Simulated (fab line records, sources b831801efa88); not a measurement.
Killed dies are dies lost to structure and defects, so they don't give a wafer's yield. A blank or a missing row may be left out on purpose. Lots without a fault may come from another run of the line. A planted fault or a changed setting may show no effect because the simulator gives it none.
Problem report in the 8D (eight disciplines) form, filled by code | flow gf180mcu | the parts of the form that need people (team, actions taken, sign-off) are left out

1. THE PROBLEM
dose_ions_cm2 at GF_HV_LDD_IMPLANT_21 reads a mean of 4.572e+13 on 6 wafers of 2 lots; wafers without a fault read 4.998e+13 with a standard deviation of 5.9e+10. That is -72 standard deviations from the usual mean.
First seen on wafer L242.2, day 14 04:00, on implanter-04. The record holds 42 wafers of 14 lots with a number at this step. Rule for "out", or "out of limits": more than 4 standard deviations from the usual mean. The other wafers with a number count as sound.

2. WHAT IT IS AND WHAT IT IS NOT
question                    | is                     | is not
which readings at this step | dose_ions_cm2          | -
which lots                  | L242, L244             | L232, L233, L235, L237, L241, L246, L247, L249, L250, L253, L254, L255
which wafers of those lots  | all that have a number | -
read on which tools         | implanter-04           | implanter-01, implanter-03
when                        | from day 14 04:00      | up to then (15 sound wafers); but 21 sound wafers of L246, L247, L249, L250, L253, L254, L255 came after

3. SUSPECTS, AND WHAT RULES EACH OUT
Counting: a tool at a process step up to the reading stays a suspect if it ran every lot that is out and no sound lot after the first of them.
- implanter-04 at GF_HV_LDD_IMPLANT_21: kept. It ran every lot that is out, first L242 (day 14 04:00), and no sound lot after that; its last sound lot up to then is L235 (day 11 23:35). Its own readings are out on those wafers: dose_ions_cm2.
Left after counting: implanter-04 at GF_HV_LDD_IMPLANT_21.

4. THE CAUSE (what the simulator had put in)
Process parameter drift: implanter-04, from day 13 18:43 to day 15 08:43, at GF_HV_LDD_IMPLANT_21. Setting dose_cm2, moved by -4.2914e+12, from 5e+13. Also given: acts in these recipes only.
Counting left only this tool.

5. THE CHAIN OF EFFECTS, in route order
Each row: a reading whose mean over the struck wafers that have a number lies more than 3 standard deviations from the usual. Only readings for which the record gives a usual standard deviation are gone through. hours: the time from each lot's start at the first step in this table that gives one to its start at this step, as a median over the lots. sigmas: the change in usual standard deviations.
hours | step                 | reading            | usual     | on struck wafers | change     | sigmas
0     | GF_HV_LDD_IMPLANT_21 | dose_ions_cm2      | 4.998e+13 | 4.572e+13        | -4.257e+12 | -72
0     | GF_HV_LDD_IMPLANT_21 | faraday_current_uA | 283       | 262              | -21        | -3.9
The process steps in it:
- GF_HV_LDD_IMPLANT_21

6. WHAT WOULD HAVE CAUGHT IT SOONER
In this record the first reading out of limits was taken at day 14 04:00, 9 hours after the fault began at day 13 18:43.
